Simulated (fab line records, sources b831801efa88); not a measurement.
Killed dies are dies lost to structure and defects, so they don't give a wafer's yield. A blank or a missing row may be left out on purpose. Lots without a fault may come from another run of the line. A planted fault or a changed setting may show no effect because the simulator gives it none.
Which tool did it? | flow gf180mcu | 6 lots, 18 wafers sampled, at 1 step of a route of 602

WHAT THE GAUGES READ, wafer by wafer
GF_VT_IMPLANT_OVL_MEAS_40.
lot  | measured     | on         | VT_IMPLANT_03_OVL (nm)
L649 | day 7 20:19  | overlay-02 | 1.3 0.8 0.6
L651 | day 8 09:40  | overlay-01 | -1.7 -0.2 -1.2
L654 | day 9 06:19  | overlay-01 | 1.6 1.9 2.6
L657 | day 10 03:19 | overlay-02 | -0.3 0.6 0.0
L659 | day 10 18:22 | overlay-01 | -1.5 -3.2 -1.5
L670 | day 13 19:13 | overlay-02 | -0.3 -0.1 -1.1

WHICH TOOL RAN EACH LOT (tool, then ch and the chambers of the sampled wafers, then the start)
The record holds no process step before these readings.

THE ANSWER, worked out from the rows above alone
Rule: what is usual is taken from the lots themselves. Put in order of their means at a reading, lots are off if they are a third of the lots or fewer, leave a main group of 4 or more, and stand apart from it by a gap of 3 or more times the standard deviation of the main group's means; of several such gaps the widest counts. A main group whose means are all the same, to the digits that the tables above print for the reading, isn't used. A lot without any number at a reading at which 4 lots or more have one is off too. The other lots that the step has rows for count as sound.
No lot is off at any reading shown: from this, nothing can be told.

WHAT THE SIMULATOR HAD PUT IN
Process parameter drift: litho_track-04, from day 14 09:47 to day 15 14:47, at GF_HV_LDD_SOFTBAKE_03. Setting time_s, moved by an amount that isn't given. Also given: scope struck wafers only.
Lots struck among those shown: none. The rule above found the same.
